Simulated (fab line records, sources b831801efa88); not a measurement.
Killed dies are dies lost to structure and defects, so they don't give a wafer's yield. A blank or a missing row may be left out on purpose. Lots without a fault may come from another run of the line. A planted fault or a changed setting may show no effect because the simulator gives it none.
Which tool did it? | flow gf180mcu | 24 lots, 72 wafers sampled, at 4 steps of a route of 602

WHAT THE GAUGES READ, wafer by wafer
GF_MIM_THK_MEAS_06. Usual: MIM_CVD_05_THK 42.5 nm, standard deviation 0.55.
lot  | measured     | on            | MIM_CVD_05_THK (nm) | flag
L074 | day 26 14:26 | film_metro-01 | 42.3 42.8 43.6      |
L075 | day 27 01:50 | film_metro-03 | 42.5 42.9 43.6      |
L076 | day 27 08:10 | film_metro-04 | 41.7 42.3 42.6      |
L077 | day 27 16:40 | film_metro-01 | 42.1 42.2 43.1      |
L078 | day 27 20:55 | film_metro-03 | 42.3 43.0 43.3      |
L079 | day 28 07:35 | film_metro-01 | 41.7 42.2 42.3      |
L080 | day 28 11:31 | film_metro-03 | 42.2 42.7 43.0      |
L081 | day 28 18:32 | film_metro-01 | 41.4 43.4 42.6      |
L082 | day 29 06:59 | film_metro-04 | 41.9 42.9 42.3      |
L083 | day 29 11:41 | film_metro-04 | 41.9 42.2 42.8      |
L084 | day 29 19:36 | film_metro-03 | 42.3 43.0 42.7      |
L085 | day 30 03:23 | film_metro-01 | 41.4 42.2 42.4      |
L086 | day 30 05:50 | film_metro-03 | 42.2 42.3 43.1      |
L087 | day 30 11:59 | film_metro-04 | 42.2 42.8 42.8      |
L088 | day 30 22:23 | film_metro-03 | 41.8 41.1 42.6      |
L089 | day 31 01:14 | film_metro-01 | 41.7 42.7 43.1      |
L090 | day 31 07:15 | film_metro-01 | 42.7 42.9 42.5      |
L091 | day 31 15:58 | film_metro-01 | 42.0 42.4 43.2      |
L092 | day 31 19:01 | film_metro-03 | 42.6 43.2 42.7      |
L093 | day 32 01:39 | film_metro-04 | 41.4 42.3 42.7      |
L094 | day 32 04:56 | film_metro-01 | 42.0 42.0 43.3      |
L095 | day 32 12:49 | film_metro-03 | 42.0 42.0 42.8      |
L096 | day 32 20:17 | film_metro-04 | 42.5 42.9 43.2      |
L097 | day 32 23:48 | film_metro-01 | 42.0 42.1 43.2      |

GF_M5_CD_MEAS_07: target cd 280 nm. Usual: cd_nm 280.2 nm, standard deviation 1.1.
lot  | measured     | on        | cd_nm (nm)        | flag
L074 | day 28 09:46 | cd_sem-01 | 278.8 278.2 280.1 |
L075 | day 28 21:31 | cd_sem-01 | 279.1 280.8 279.0 |
L076 | day 29 02:40 | cd_sem-02 | 278.6 277.9 278.8 |
L077 | day 29 10:52 | cd_sem-02 | 280.0 281.5 280.9 |
L078 | day 29 14:53 | cd_sem-02 | 280.6 280.5 279.2 |
L079 | day 30 01:29 | cd_sem-02 | 282.1 282.0 280.5 |
L080 | day 30 05:23 | cd_sem-02 | 279.6 281.1 280.2 |
L081 | day 30 11:40 | cd_sem-02 | 279.7 280.5 278.7 |
L082 | day 30 23:04 | cd_sem-01 | 282.4 281.3 280.8 |
L083 | day 31 03:52 | cd_sem-02 | 279.3 278.7 278.9 |
L084 | day 31 11:31 | cd_sem-02 | 282.0 281.9 281.5 |
L085 | day 31 18:43 | cd_sem-01 | 278.8 279.2 279.1 |
L086 | day 31 21:37 | cd_sem-01 | 280.6 280.5 280.3 |
L087 | day 32 03:14 | cd_sem-02 | 280.1 279.9 280.7 |
L088 | day 32 12:20 | cd_sem-02 | 278.4 279.2 279.8 |
L089 | day 32 15:33 | cd_sem-01 | 279.8 280.4 280.2 |
L090 | day 32 21:06 | cd_sem-01 | 281.4 280.6 279.9 |
L091 | day 33 04:29 | cd_sem-01 | 278.2 278.9 279.0 |
L092 | day 33 07:11 | cd_sem-02 | 278.7 279.2 280.9 |
L093 | day 33 13:37 | cd_sem-02 | 282.5 281.8 282.0 |
L094 | day 33 17:19 | cd_sem-02 | 281.1 279.8 279.9 |
L095 | day 34 00:46 | cd_sem-01 | 280.3 280.4 281.1 |
L096 | day 34 07:25 | cd_sem-01 | 280.6 279.1 279.3 |
L097 | day 34 09:54 | cd_sem-02 | 281.9 282.0 282.4 |

WHICH TOOL RAN EACH LOT (tool, then ch and the chambers of the sampled wafers, then the start)
lot  | GF_M4_STRIP_17                       | GF_V4_ETCH_16
L074 | plasma_asher-01 ch 0,1, day 25 13:18 | rie_diel-03 ch 1,2, day 26 12:49
L075 | plasma_asher-02 ch 0,1, day 26 00:48 | rie_diel-03 ch 0,2,3, day 27 00:13
L076 | plasma_asher-02 ch 0,1, day 26 07:04 | rie_diel-02 ch 0,3, day 27 06:31
L077 | plasma_asher-02 ch 0, day 26 15:25   | rie_diel-01 ch 1,3, day 27 14:49
L078 | plasma_asher-04 ch 0,1, day 26 20:12 | rie_diel-01 ch 1,2,3, day 27 19:16
L079 | plasma_asher-04 ch 0,1, day 27 07:15 | rie_diel-01 ch 1,3, day 28 05:58
L080 | plasma_asher-01 ch 0,1, day 27 11:15 | rie_diel-02 ch 1,2,3, day 28 09:52
L081 | plasma_asher-02 ch 0,1, day 27 17:54 | rie_diel-03 ch 0,1,2, day 28 16:55
L082 | plasma_asher-01 ch 0,1, day 28 07:46 | rie_diel-03 ch 1,2, day 29 05:19
L083 | plasma_asher-01 ch 0,1, day 28 11:36 | rie_diel-03 ch 2,3, day 29 09:31
L084 | plasma_asher-01 ch 0,1, day 28 19:55 | rie_diel-01 ch 1,3, day 29 17:58
L085 | plasma_asher-02 ch 0,1, day 29 03:25 | rie_diel-01 ch 0,3, day 30 01:46
L086 | plasma_asher-04 ch 0,1, day 29 06:31 | rie_diel-01 ch 0,1,2, day 30 04:13
L087 | plasma_asher-04 ch 0,1, day 29 13:24 | rie_diel-01 ch 0,1,3, day 30 10:16
L088 | plasma_asher-04 ch 0, day 29 23:27   | rie_diel-02 ch 2,3, day 30 20:46
L089 | plasma_asher-02 ch 0,1, day 30 02:25 | rie_diel-01 ch 0,2, day 30 23:37
L090 | plasma_asher-02 ch 0,1, day 30 08:38 | rie_diel-01 ch 1,2,3, day 31 05:37
L091 | plasma_asher-04 ch 0,1, day 30 18:09 | rie_diel-01 ch 0,2,3, day 31 14:22
L092 | plasma_asher-01 ch 0,1, day 30 20:50 | rie_diel-01 ch 0,1,3, day 31 17:22
L093 | plasma_asher-04 ch 0,1, day 31 03:28 | rie_diel-01 ch 1,2,3, day 31 23:46
L094 | plasma_asher-01 ch 0,1, day 31 07:03 | rie_diel-01 ch 0,2,3, day 32 03:19
L095 | plasma_asher-01 ch 0,1, day 31 15:03 | rie_diel-03 ch 0,1, day 32 11:10
L096 | plasma_asher-02 ch 0,1, day 31 23:18 | rie_diel-03 ch 0,1, day 32 18:40
L097 | plasma_asher-02 ch 0,1, day 32 02:44 | rie_diel-03 ch 1,3, day 32 22:10
- GF_M4_STRIP_17: strips in O2/N2.
- GF_V4_ETCH_16: etches BARC in N2/H2.

WHAT THE TOOLS THEMSELVES READ (means of the sampled wafers that have a number; where no wafer has one, the mark that the record gives instead)
GF_M4_STRIP_17. Usual: drypump_motor_current_A 5.7 A, standard deviation 0.4; heater_power_w 333 W, standard deviation 42; oes_product_au 0.537 a.u., standard deviation 0.0051; strip_time_to_endpoint_s 7.39 s, standard deviation 0.059.
lot  | tool            | drypump_motor_current_A (A) | heater_power_w (W) | oes_product_au (a.u.) | strip_time_to_endpoint_s (s) | flag
L074 | plasma_asher-01 | 5.4                         | 296                | 0.535                 | 7.32                         |
L075 | plasma_asher-02 | 6.0                         | 333                | 0.540                 | 7.39                         |
L076 | plasma_asher-02 | 6.0                         | 333                | 0.534                 | 7.35                         |
L077 | plasma_asher-02 | 5.9                         | 303                | 0.539                 | 7.33                         |
L078 | plasma_asher-04 | 5.7                         | 362                | 0.532                 | 7.48                         |
L079 | plasma_asher-04 | 5.7                         | 334                | 0.538                 | 7.39                         |
L080 | plasma_asher-01 | 5.4                         | 291                | 0.538                 | 7.38                         |
L081 | plasma_asher-02 | 6.1                         | 362                | 0.530                 | 7.35                         |
L082 | plasma_asher-01 | 5.2                         | 313                | 0.534                 | 7.35                         |
L083 | plasma_asher-01 | 5.2                         | 311                | 0.542                 | 7.41                         |
L084 | plasma_asher-01 | 5.2                         | 315                | 0.539                 | 7.37                         |
L085 | plasma_asher-02 | 6.0                         | 336                | 0.538                 | 7.38                         |
L086 | plasma_asher-04 | 5.6                         | 357                | 0.543                 | 7.51                         |
L087 | plasma_asher-04 | 5.7                         | 350                | 0.539                 | 7.34                         |
L088 | plasma_asher-04 | 5.6                         | 379                | 0.530                 | 7.37                         |
L089 | plasma_asher-02 | 6.0                         | 332                | 0.536                 | 7.34                         |
L090 | plasma_asher-02 | 6.0                         | 337                | 0.533                 | 7.41                         |
L091 | plasma_asher-04 | 5.8                         | 334                | 0.540                 | 7.44                         |
L092 | plasma_asher-01 | 5.4                         | 296                | 0.542                 | 7.46                         |
L093 | plasma_asher-04 | 5.7                         | 335                | 0.537                 | 7.38                         |
L094 | plasma_asher-01 | 5.2                         | 313                | 0.540                 | 7.39                         |
L095 | plasma_asher-01 | 5.4                         | 293                | 0.539                 | 7.38                         |
L096 | plasma_asher-02 | 6.2                         | 362                | 0.539                 | 7.48                         |
L097 | plasma_asher-02 | 6.0                         | 330                | 0.539                 | 7.44                         |

GF_V4_ETCH_16. Usual: drypump_motor_current_A 5.9 A, standard deviation 0.42; oes_product_au 0.854 a.u., standard deviation 0.0043; throttle_valve_pct 13.224 %, standard deviation 0.009.
lot  | tool        | drypump_motor_current_A (A) | oes_product_au (a.u.) | throttle_valve_pct (%) | flag
L074 | rie_diel-03 | 6.3                         | 0.853                 | 13.227                 |
L075 | rie_diel-03 | 6.0                         | 0.853                 | 13.224                 |
L076 | rie_diel-02 | 5.7                         | 0.852                 | 13.230                 |
L077 | rie_diel-01 | 5.4                         | 0.856                 | 13.226                 |
L078 | rie_diel-01 | 5.8                         | 0.853                 | 13.231                 |
L079 | rie_diel-01 | 5.7                         | 0.856                 | 13.222                 |
L080 | rie_diel-02 | 5.8                         | 0.856                 | 13.226                 |
L081 | rie_diel-03 | 6.1                         | 0.858                 | 13.231                 |
L082 | rie_diel-03 | 6.1                         | 0.855                 | 13.234                 |
L083 | rie_diel-03 | 6.2                         | 0.853                 | 13.218                 |
L084 | rie_diel-01 | 5.7                         | 0.857                 | 13.222                 |
L085 | rie_diel-01 | 5.8                         | 0.855                 | 13.233                 |
L086 | rie_diel-01 | 6.2                         | 0.855                 | 13.221                 |
L087 | rie_diel-01 | 5.8                         | 0.847                 | 13.219                 |
L088 | rie_diel-02 | 5.6                         | 0.856                 | 13.223                 |
L089 | rie_diel-01 | 6.2                         | 0.859                 | 13.219                 |
L090 | rie_diel-01 | 5.7                         | 0.855                 | 13.222                 |
L091 | rie_diel-01 | 5.8                         | 0.855                 | 13.229                 |
L092 | rie_diel-01 | 5.8                         | 0.854                 | 13.224                 |
L093 | rie_diel-01 | 5.8                         | 0.852                 | 13.215                 |
L094 | rie_diel-01 | 5.8                         | 0.852                 | 13.227                 |
L095 | rie_diel-03 | 5.9                         | 0.854                 | 13.221                 |
L096 | rie_diel-03 | 5.8                         | 0.857                 | 13.231                 |
L097 | rie_diel-03 | 5.7                         | 0.849                 | 13.217                 |

THE ANSWER, worked out from the rows above alone
Rule: a lot is off if the mean of its wafers that have a number lies more than 3 standard deviations from the usual mean. A lot without any number at a reading at which 4 lots or more have one is off too. The other lots that the step has rows for count as sound. The gauges are gone through in route order, then the tools' own readings, and for those a lot's mean is taken as printed above. The first step at which some lot is off is used, and at that step the reading that is off furthest; a lot without a number counts as furthest.
No lot is off at any reading shown: from this, nothing can be told.

WHAT THE SIMULATOR HAD PUT IN
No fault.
